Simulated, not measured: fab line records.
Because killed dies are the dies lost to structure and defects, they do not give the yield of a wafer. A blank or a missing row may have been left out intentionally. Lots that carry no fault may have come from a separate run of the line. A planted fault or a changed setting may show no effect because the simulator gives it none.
fab line records -- flow gf180mcu
record: lots: 6, wafers: 18, last_day: 34
route steps=602 shown V4@498 MIM@503
lots untouched by any fault: they come from a run of this same line in which no faults occurred
start_h: the number of hours between the record's first day and the start of the first shown wafer of the lot -- wait_h: time in hours since the lot's previous step -- " the same as in the row above -- L1.1+2: several wafers, shown together as one row -- - no value, or no start was given -- * or withheld: withheld -- < > ~ a bound
route shown NAME@n: names a module that has steps shown in the file, with the first one's number in the route -- usual: average and standard deviation across the fault-free wafers -- same: alike in all rows -- chamber/n: place in a boat -- sites: each site's reading -- _std_site: how widely they spread, as a standard deviation -- _edge_site: the outer-site mean with the inner-site mean subtracted -- radius_mm: how far each site lies from the wafer's centre -- mask NAME#n: copy n -- behind: the most recent tool/chamber to have shaped the wafer -- hold: cause of the lot's hold/its duration in hours/its outcome -- device: names the non-switching transistor (n, p or np) -- end of line: the route-end tests of the same wafers -- a step given without rows: its recipe and nothing more -- killed: not the wafer's yield, but the dies lost to structure and defects at the first sort -- map: dies across one wafer; x = killed, . = not, _ = none there
set.NAME: the setting that was run; set.NAME@STEP: the one run at that earlier step -- model.NAME: the simulator's own value behind a step, which no gauge read
certain route steps with their lots: each step a table, each wafer a row
services: when a tool's chamber went out of use (start_h, in hours from the record's first day, below 0 if earlier), for how many hours, and the reason
== steps ==
step: GF_V4_SPUTTER_22
recipe: material: TiN, target_thk_nm: 10, chamber_pressure_pa: 5, power_w: 4000, time_s: 40
step: GF_V4_CVD_23
recipe: material: W, target_thk_nm: 350, time_s: 104.9, temp_c: 400, pressure_torr: 40
usual: heater_power_w: 812/86
lot.wafer,tool,chamber,start_h,wait_h,heater_power_w
L311.2,cvd_w-01,1,611.34,0.1,743
L311.3,cvd_w-01,1,611.34,0.1,766
L311.4,cvd_w-01,1,611.34,0.1,746
L312.1,cvd_w-01,1,624.11,0.0,752
L312.2,cvd_w-01,0,624.11,0.0,940
L312.6,cvd_w-01,1,624.11,0.0,762
L316.1,cvd_w-02,1,656.23,0.0,863
L316.5,cvd_w-02,0,656.23,0.0,723
L316.6,cvd_w-02,1,656.23,0.0,829
L317.2,cvd_w-01,0,663.01,0.0,935
L317.3,cvd_w-01,0,663.01,0.0,939
L317.6,cvd_w-01,0,663.01,0.0,932
L325.2,cvd_w-02,0,728.41,0.0,731
L325.4,cvd_w-02,0,728.41,0.0,734
L325.6,cvd_w-02,0,728.41,0.0,709
L327.2,cvd_w-01,1,734.09,0.0,772
L327.4,cvd_w-01,1,734.09,0.0,770
L327.5,cvd_w-01,1,734.09,0.0,773
step: GF_V4_RS_MEAS_24
recipe: thk_meas_gauge: four-point-probe, reads: W_of_V4_CVD_23+TiN_of_V4_SPUTTER_22+Ti_of_V4_SPUTTER_21
usual: V4_W_RS: 0.327/0.0032
lot.wafer,tool,chamber,start_h,wait_h,V4_W_RS[ohm/sq]
L311.2,film_metro-04,-,611.54,0.2,0.328
L311.3,film_metro-04,-,611.54,0.2,0.332
L311.4,film_metro-04,-,611.54,0.2,0.331
L312.1,film_metro-03,-,624.23,0.1,0.326
L312.2,film_metro-03,-,624.23,0.1,0.327
L312.6,film_metro-03,-,624.23,0.1,0.327
L316.1,film_metro-04,-,656.34,0.1,0.325
L316.5,film_metro-04,-,656.34,0.1,0.326
L316.6,film_metro-04,-,656.34,0.1,0.335
L317.2,film_metro-04,-,663.15,0.1,0.326
L317.3,film_metro-04,-,663.15,0.1,0.324
L317.6,film_metro-04,-,663.15,0.1,0.322
L325.2,film_metro-01,-,728.55,0.1,0.329
L325.4,film_metro-01,-,728.55,0.1,0.328
L325.6,film_metro-01,-,728.55,0.1,0.327
L327.2,film_metro-04,-,734.24,0.1,0.325
L327.4,film_metro-04,-,734.24,0.1,0.325
L327.5,film_metro-04,-,734.24,0.1,0.323
step: GF_V4_THK_MEAS_25
recipe: thk_meas_gauge: xrf, reads: W_of_V4_CVD_23
usual: V4_W_THK: 360/5.9
lot.wafer,tool,chamber,start_h,wait_h,V4_W_THK[nm]
L311.2,film_metro-04,-,611.65,0.1,360
L311.3,film_metro-04,-,611.65,0.1,355
L311.4,film_metro-04,-,611.65,0.1,362
L312.1,film_metro-03,-,624.35,0.1,357
L312.2,film_metro-03,-,624.35,0.1,356
L312.6,film_metro-03,-,624.35,0.1,356
L316.1,film_metro-04,-,656.46,0.1,365
L316.5,film_metro-04,-,656.46,0.1,362
L316.6,film_metro-04,-,656.46,0.1,352
L317.2,film_metro-04,-,663.26,0.1,365
L317.3,film_metro-04,-,663.26,0.1,366
L317.6,film_metro-04,-,663.26,0.1,366
L325.2,film_metro-01,-,728.66,0.1,350
L325.4,film_metro-01,-,728.66,0.1,352
L325.6,film_metro-01,-,728.66,0.1,353
L327.2,film_metro-04,-,734.35,0.1,366
L327.4,film_metro-04,-,734.35,0.1,369
L327.5,film_metro-04,-,734.35,0.1,373
step: GF_V4_CMP_26
recipe: stop_on: SiO2, down_force_psi: 3.5, platen_rpm: 60, t_overpolish_s: 15, target_thk_nm: 0, pad_velocity_m_s: 0.94248
step: GF_MIM_SPUTTER_00
recipe: material: Ti, target_thk_nm: 37.5, arriving_ion_energy_ev: 80, substrate_temp_c: 200, chamber_pressure_pa: 2, power_w: 4000, time_s: 150
step: GF_MIM_SPUTTER_01
recipe: material: TiN, target_thk_nm: 30, power_w: 6500, time_s: 25, chamber_pressure_pa: 0.4
step: GF_MIM_SPUTTER_02
recipe: material: AlCu, target_thk_nm: 450, power_w: 10600, time_s: 23.9, chamber_pressure_pa: 0.4
usual: cathode_dc_power_W: 10600/2, chamber_pressure_pa: 0.4001/0.00081, throttle_valve_pct: 29.8/1.5
lot.wafer,tool,chamber,start_h,wait_h,cathode_dc_power_W,chamber_pressure_pa,throttle_valve_pct
L311.2,pvd_sputter-01,-,612.13,0.0,10598,0.4002,32.0
L311.3,pvd_sputter-01,-,612.13,0.0,10600,0.3995,29.6
L311.4,pvd_sputter-01,-,612.13,0.0,10598,0.3998,30.8
L312.1,pvd_sputter-02,-,624.84,0.0,10603,0.4000,30.8
L312.2,pvd_sputter-02,-,624.84,0.0,10598,0.4004,31.5
L312.6,pvd_sputter-02,-,624.84,0.0,10603,0.4009,30.8
L316.1,pvd_sputter-01,-,656.96,0.0,10602,0.3992,27.7
L316.5,pvd_sputter-01,-,656.96,0.0,10604,0.3994,29.4
L316.6,pvd_sputter-01,-,656.96,0.0,10601,0.3972,27.6
L317.2,pvd_sputter-01,-,663.74,0.0,10599,0.4011,32.2
L317.3,pvd_sputter-01,-,663.74,0.0,10599,0.3996,29.6
L317.6,pvd_sputter-01,-,663.74,0.0,10605,0.3995,29.3
L325.2,pvd_sputter-04,-,729.14,0.0,10599,0.4011,27.3
L325.4,pvd_sputter-04,-,729.14,0.0,10598,0.3995,27.3
L325.6,pvd_sputter-04,-,729.14,0.0,10598,0.3990,29.4
L327.2,pvd_sputter-01,-,734.83,0.0,10599,0.4000,29.4
L327.4,pvd_sputter-01,-,734.83,0.0,10599,0.3990,27.4
L327.5,pvd_sputter-01,-,734.83,0.0,10603,0.4003,29.4
step: GF_MIM_SPUTTER_03
recipe: material: Ti, target_thk_nm: 10, substrate_temp_c: 300, chamber_pressure_pa: 0.3, power_w: 3000, time_s: 6.7
usual: cathode_dc_power_W: 2999.9/0.6, chamber_pressure_pa: 0.3000/0.0006, throttle_valve_pct: 29.7/1.5
lot.wafer,tool,chamber,start_h,wait_h,cathode_dc_power_W,chamber_pressure_pa,throttle_valve_pct
L311.2,pvd_sputter-01,-,612.16,0.0,2999.1,0.3000,32.0
L311.3,pvd_sputter-01,-,612.16,0.0,2999.7,0.2995,29.5
L311.4,pvd_sputter-01,-,612.16,0.0,3000.4,0.2994,31.0
L312.1,pvd_sputter-02,-,624.87,0.0,3000.2,0.2997,30.9
L312.2,pvd_sputter-02,-,624.87,0.0,2999.2,0.3004,31.2
L312.6,pvd_sputter-02,-,624.87,0.0,2999.8,0.2997,30.7
L316.1,pvd_sputter-01,-,656.99,0.0,3000.8,0.3003,27.7
L316.5,pvd_sputter-01,-,656.99,0.0,3000.0,0.3000,29.3
L316.6,pvd_sputter-01,-,656.99,0.0,3000.5,0.2998,27.8
L317.2,pvd_sputter-01,-,663.77,0.0,3000.1,0.2991,31.9
L317.3,pvd_sputter-01,-,663.77,0.0,2999.4,0.3001,29.3
L317.6,pvd_sputter-01,-,663.77,0.0,2999.6,0.3000,29.4
L325.2,pvd_sputter-04,-,729.17,0.0,3000.8,0.2991,27.6
L325.4,pvd_sputter-04,-,729.17,0.0,3000.3,0.2996,27.4
L325.6,pvd_sputter-04,-,729.17,0.0,2999.4,0.2999,29.3
L327.2,pvd_sputter-01,-,734.86,0.0,2999.6,0.2997,29.4
L327.4,pvd_sputter-01,-,734.86,0.0,3000.0,0.3002,27.6
L327.5,pvd_sputter-01,-,734.86,0.0,2999.7,0.2999,29.5
step: GF_MIM_SPUTTER_04
recipe: material: TiN, target_thk_nm: 50, power_w: 6500, time_s: 41.7, chamber_pressure_pa: 0.4
step: GF_MIM_CVD_05
recipe: material: Si3N4, target_thk_nm: 42, temp_max_c: 400, temp_c: 385, time_s: 29.086, rf_w: 450
usual: heater_power_w: 668/96
lot.wafer,tool,chamber,start_h,wait_h,heater_power_w
L311.2,pecvd-01,0,612.23,0.0,706
L311.3,pecvd-01,1,612.23,0.0,548
L311.4,pecvd-01,0,612.23,0.0,705
L312.1,pecvd-01,0,624.93,0.0,723
L312.2,pecvd-01,1,624.93,0.0,660
L312.6,pecvd-01,1,624.93,0.0,672
L316.1,pecvd-02,2,657.05,0.0,635
L316.5,pecvd-02,0,657.05,0.0,875
L316.6,pecvd-02,1,657.05,0.0,716
L317.2,pecvd-02,0,663.83,0.0,886
L317.3,pecvd-02,1,663.83,0.0,737
L317.6,pecvd-02,2,663.83,0.0,533
L325.2,pecvd-04,0,729.23,0.0,630
L325.4,pecvd-04,1,729.23,0.0,742
L325.6,pecvd-04,2,729.23,0.0,546
L327.2,pecvd-04,1,734.92,0.0,697
L327.4,pecvd-04,0,734.92,0.0,578
L327.5,pecvd-04,2,734.92,0.0,551
step: GF_MIM_THK_MEAS_06
recipe: reads: Si3N4_of_MIM_CVD_05
usual: MIM_CVD_05_THK: 42.1/0.47
lot.wafer,tool,chamber,start_h,wait_h,MIM_CVD_05_THK[nm]
L311.2,film_metro-01,-,612.27,0.0,41.8
L311.3,film_metro-01,-,612.27,0.0,42.0
L311.4,film_metro-01,-,612.27,0.0,42.5
L312.1,film_metro-03,-,624.96,0.0,41.4
L312.2,film_metro-03,-,624.96,0.0,42.1
L312.6,film_metro-03,-,624.96,0.0,42.4
L316.1,film_metro-02,-,657.08,0.0,41.0
L316.5,film_metro-02,-,657.08,0.0,42.3
L316.6,film_metro-02,-,657.08,0.0,42.3
L317.2,film_metro-02,-,663.87,0.0,41.8
L317.3,film_metro-02,-,663.87,0.0,42.0
L317.6,film_metro-02,-,663.87,0.0,42.4
L325.2,film_metro-01,-,729.27,0.0,41.6
L325.4,film_metro-01,-,729.27,0.0,41.9
L325.6,film_metro-01,-,729.27,0.0,42.0
L327.2,film_metro-02,-,734.97,0.0,41.4
L327.4,film_metro-02,-,734.97,0.0,42.4
L327.5,film_metro-02,-,734.97,0.0,41.8
step: GF_MIM_SPUTTER_07
recipe: material: TiN, target_thk_nm: 60, power_w: 6500, time_s: 50, chamber_pressure_pa: 0.4
usual: cathode_dc_power_W: 6500.1/1.2, chamber_pressure_pa: 0.4001/0.00076, throttle_valve_pct: 29.7/1.4
lot.wafer,tool,chamber,start_h,wait_h,cathode_dc_power_W,chamber_pressure_pa,throttle_valve_pct
L311.2,pvd_sputter-04,-,612.32,0.0,6499.6,0.3999,29.8
L311.3,pvd_sputter-04,-,612.32,0.0,6500.0,0.3999,30.0
L311.4,pvd_sputter-04,-,612.32,0.0,6499.7,0.4001,27.1
L312.1,pvd_sputter-01,-,625.02,0.1,6499.1,0.3991,29.4
L312.2,pvd_sputter-01,-,625.02,0.1,6501.5,0.4011,30.7
L312.6,pvd_sputter-01,-,625.02,0.1,6499.3,0.4006,29.8
L316.1,pvd_sputter-04,-,657.14,0.1,-,-,-
L316.5,pvd_sputter-04,-,657.14,0.1,-,-,-
L316.6,pvd_sputter-04,-,657.14,0.1,-,-,-
L317.2,pvd_sputter-04,-,663.92,0.0,-,-,-
L317.3,pvd_sputter-04,-,663.92,0.0,-,-,-
L317.6,pvd_sputter-04,-,663.92,0.0,-,-,-
L325.2,pvd_sputter-01,-,729.32,0.0,6500.6,0.3996,32.2
L325.4,pvd_sputter-01,-,729.32,0.0,6500.0,0.4003,31.1
L325.6,pvd_sputter-01,-,729.32,0.0,6498.8,0.4000,31.9
L327.2,pvd_sputter-04,-,735.02,0.0,6498.7,0.4008,29.5
L327.4,pvd_sputter-04,-,735.02,0.0,6499.9,0.3997,29.3
L327.5,pvd_sputter-04,-,735.02,0.0,6500.7,0.4009,29.4
step: GF_MIM_SPUTTER_08
recipe: material: AlCu, target_thk_nm: 200, power_w: 10600, time_s: 10.6, chamber_pressure_pa: 0.4
step: GF_MIM_SPUTTER_09
recipe: material: TiN, target_thk_nm: 35, power_w: 6500, time_s: 30.44, chamber_pressure_pa: 0.4
step: GF_MIM_DEHYDRATE_12
recipe: temp_c: 200, time_s: 60
step: GF_MIM_HMDS_13
recipe: prime_time_s: 60, prime_temp_c: 120
step: GF_MIM_COAT_14
recipe: resist: NOVOLAK, spin_rpm: 3000, resist_thk_nm: 1000
step: GF_MIM_SOFTBAKE_15
recipe: temp_c: 90, time_s: 60, resist: NOVOLAK
step: GF_MIM_EXPOSE_16
recipe: mask_id: FuseTop, target_cd_nm: 2000, na: 0.6, source_shape: conventional, sigma_outer: 0.6, dose_mj: 140
step: GF_MIM_PEB_17
recipe: temp_c: withheld, time_s: *, resist: NOVOLAK
step: GF_MIM_DEVELOP_18
recipe: develop_time_s: 60, dev_temp_c: 23
step: GF_MIM_METAL_ETCH_19
recipe: chemistry: Cl2/BCl3, mask_material: NOVOLAK, stop_on: Si3N4, target_depth_nm: 324.5, pressure_mtorr: 8, icp_w: 800, bias_w: 140, Cl2_flow_sccm: 80, bcl3_flow_sccm: 40, time_s: 54.1
usual: chamber_pressure_mTorr: 8.000/0.0068, drypump_motor_current_A: 5.4/0.62, oes_product_au: 0.944/0.0056, throttle_valve_pct: 28.280/0.0094
lot.wafer,tool,chamber,start_h,wait_h,chamber_pressure_mTorr,drypump_motor_current_A,oes_product_au,rf_hours_counter_h,throttle_valve_pct
L311.2,rie_metal-04,1,633.15,0.1,7.993,5.0,0.932,-,28.280
L311.3,rie_metal-04,1,633.15,0.1,8.005,5.0,0.943,-,28.282
L311.4,rie_metal-04,1,633.15,0.1,7.996,5.0,0.938,-,28.267
L312.1,rie_metal-01,0,645.37,0.1,8.001,6.4,0.934,13,28.276
L312.2,rie_metal-01,1,645.37,0.1,7.991,4.7,0.944,1,28.283
L312.6,rie_metal-01,0,645.37,0.1,7.990,6.4,0.937,-,28.292
L316.1,rie_metal-01,1,676.20,0.1,7.995,4.7,1.000,3,28.216
L316.5,rie_metal-01,0,676.20,0.1,8.014,6.4,0.992,-,28.222
L316.6,rie_metal-01,1,676.20,0.1,7.987,4.7,0.997,-,28.222
L317.2,rie_metal-04,0,682.72,0.1,8.005,5.4,0.985,2,28.234
L317.3,rie_metal-04,0,682.72,0.1,8.015,5.4,0.984,-,28.223
L317.6,rie_metal-04,1,682.72,0.1,8.015,5.0,0.988,-,28.226
L325.2,rie_metal-04,1,746.02,0.1,8.005,5.0,0.944,8,28.277
L325.4,rie_metal-04,0,746.02,0.1,7.996,5.4,0.941,-,28.270
L325.6,rie_metal-04,1,746.02,0.1,7.998,5.0,0.940,-,28.281
L327.2,rie_metal-04,1,751.67,0.1,8.012,5.0,0.946,9,28.283
L327.4,rie_metal-04,0,751.67,0.1,7.996,5.4,0.945,-,28.275
L327.5,rie_metal-04,1,751.67,0.1,8.004,4.9,0.946,-,28.278
step: GF_MIM_STRIP_20
recipe: chemistry: O2/N2, power_w: 1400, pressure_mtorr: 1500, platen_temp_c: 250, o2_flow_sccm: 3000, n2_flow_sccm: 300, overash_fraction: 0.5
usual: chamber_pressure_mTorr: 1500.1/1.3, drypump_motor_current_A: 5.5/0.56, heater_power_w: 375/69, oes_product_au: 0.691/0.0049, strip_time_to_endpoint_s: 11.21/0.036
lot.wafer,tool,chamber,start_h,wait_h,chamber_pressure_mTorr,drypump_motor_current_A,heater_power_w,oes_product_au,rf_hours_counter_h,strip_time_to_endpoint_s
L311.2,plasma_asher-04,0,633.26,0.1,1502.9,5.8,274,0.696,101,11.17
L311.3,plasma_asher-04,0,633.26,0.1,1499.6,5.8,272,0.682,-,11.20
L311.4,plasma_asher-04,1,633.26,0.1,1501.4,4.7,381,0.691,-,11.17
L312.1,plasma_asher-02,1,645.44,0.0,1500.7,4.9,351,0.696,59,11.22
L312.2,plasma_asher-02,0,645.44,0.0,1500.4,6.0,478,0.692,59,11.22
L312.6,plasma_asher-02,1,645.44,0.0,1499.6,4.9,346,0.694,-,11.24
L316.1,plasma_asher-02,1,676.27,0.0,1501.1,4.9,343,0.696,62,11.25
L316.5,plasma_asher-02,0,676.27,0.0,1498.6,5.9,482,0.688,-,11.19
L316.6,plasma_asher-02,1,676.27,0.0,1502.7,4.9,341,0.699,-,11.24
L317.2,plasma_asher-04,1,682.79,0.0,1500.0,4.7,385,0.685,106,11.22
L317.3,plasma_asher-04,1,682.79,0.0,1498.9,4.7,384,0.696,-,11.16
L317.6,plasma_asher-04,1,682.79,0.0,1500.6,4.7,395,0.695,-,11.20
L325.2,plasma_asher-02,1,746.09,0.0,1501.1,4.9,344,0.704,70,11.22
L325.4,plasma_asher-02,0,746.09,0.0,1498.8,6.0,475,0.697,-,11.22
L325.6,plasma_asher-02,1,746.09,0.0,1500.9,4.9,345,0.693,-,11.20
L327.2,plasma_asher-02,0,751.74,0.0,1501.1,6.0,472,0.691,71,11.17
L327.4,plasma_asher-02,1,751.74,0.0,1502.9,4.9,353,0.690,-,11.21
L327.5,plasma_asher-02,1,751.74,0.0,1500.2,4.9,336,0.687,-,11.18
== services ==
tool,chamber,start_h,hours,kind
pecvd-04,1,590.26,4.8,repair
pecvd-04,-,591.46,14.0,pm
pecvd-01,-,601.40,0.5,repair
cvd_w-01,0,606.12,10.3,repair
pecvd-02,-,606.32,2.8,pm
pvd_sputter-04,-,607.49,4.6,repair
pvd_sputter-04,1,616.41,-,consumable_replace:kit
pvd_sputter-04,1,616.41,18.0,scheduled_down
pvd_sputter-04,1,616.41,18.0,vent_cycle
cvd_w-02,0,622.93,3.8,repair
pvd_sputter-04,-,660.01,0.6,repair
plasma_asher-04,-,662.68,1.1,repair
pvd_sputter-01,3,666.02,-,consumable_replace:kit
pvd_sputter-01,3,666.02,18.0,scheduled_down
pvd_sputter-01,3,666.02,18.0,vent_cycle
rie_metal-01,0,683.24,6.5,repair
rie_metal-01,1,692.20,21.5,repair
pvd_sputter-01,-,704.60,5.4,repair
plasma_asher-04,-,733.75,9.0,pm
cvd_w-02,1,734.27,4.1,repair
pecvd-04,1,740.47,16.5,repair
pvd_sputter-01,2,751.29,-,consumable_replace:kit
pvd_sputter-01,2,751.29,18.0,scheduled_down
pvd_sputter-01,2,751.29,18.0,vent_cycle
== key ==
first_sign: step: GF_MIM_SPUTTER_07, reading: tool_record, direction: missing
effect: step: GF_MIM_METAL_ETCH_19, reading: oes_product_au, direction: up, sigmas: 8.4, usual: 0.944, struck: 0.991
met_at GF_MIM_SPUTTER_07
struck_wafers L316.1,L316.5,L316.6,L317.2,L317.3,L317.6
later_rows_left_out L316.1,L316.5,L316.6,L317.2,L317.3,L317.6
sort_left_out L316.1,L316.5,L316.6,L317.2,L317.3,L317.6
onset_between 612.32 657.14
fault: kind: skipped_step_whole, tool: pvd_sputter-04, chamber: -, onset_h: 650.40, steps: GF_MIM_SPUTTER_07, scope: struck_lots_only
sort_left_out: the simulated sort isn't trusted on such a fault, so these wafers' sort isn't shown, and their yield isn't known
later_rows_left_out: the simulator's readings of these wafers behind a module that went badly wrong aren't trusted and aren't shown, but for the sort
